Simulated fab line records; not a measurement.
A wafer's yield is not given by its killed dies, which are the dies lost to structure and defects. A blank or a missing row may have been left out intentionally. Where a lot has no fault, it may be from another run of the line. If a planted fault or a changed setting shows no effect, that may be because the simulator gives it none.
Chamber matching ; flow sky130 ; rie diel-02 running SKY_FIELD_ISO_ETCH_14: 4 sister chambers
The step etches BARC in N2/H2, stops on SiO2, time 45.9 s, target depth 60 nm. 8 wafers are shown with their chamber, then 8 later ones without.

## WAFERS, EACH WITH ITS CHAMBER
wafer;chamber;drypump motor current A (A);throttle valve pct (%)
L079.2;2;5.5;13.207
L079.5;2;5.5;13.209
L081.4;1;5.6;13.226
L081.6;1;5.6;13.231
L087.1;0;5.8;13.213
L087.5;3;6.6;13.224
L087.6;0;5.7;13.215
L090.2;3;6.6;13.230

## WAFERS WITHOUT THEIR CHAMBER
wafer;drypump motor current A (A);throttle valve pct (%)
L090.4;5.7;13.239
L090.6;5.6;13.218
L093.3;5.7;13.243
L093.4;5.5;13.223
L093.6;6.6;13.221
L096.2;5.6;13.218
L096.4;6.6;13.232
L096.5;5.8;13.230

## WHICH CHAMBER EACH WENT THROUGH
wafer;from the rows above;in truth
L090.4;1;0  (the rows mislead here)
L090.6;can't be placed: 1 or 2 or 0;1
L093.3;1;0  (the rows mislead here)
L093.4;can't be placed: 1 or 2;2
L093.6;3;3
L096.2;can't be placed: 1 or 2 or 0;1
L096.4;3;3
L096.5;can't be placed: 0 or 1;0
Placed correctly: 2 of 8. From these rows, 4 cannot be placed; in 4 the true chamber is one of the candidates. Placed wrongly: 2.
How it was worked out, from the rows above alone: a wafer's distance from a chamber is the root of the sum, over the readings, of the square of ((its reading less the chamber's mean) divided by the reading's scatter). If the next closest chamber is less than 2 further off than the closest, the wafer can't be placed; otherwise it belongs to the closest. For every chamber, the mean is computed from those of its wafers that are shown. The scatter: take each reading less its chamber's mean, square it, sum over the shown wafers, divide by the number of wafers less the number of chambers, and take the root.
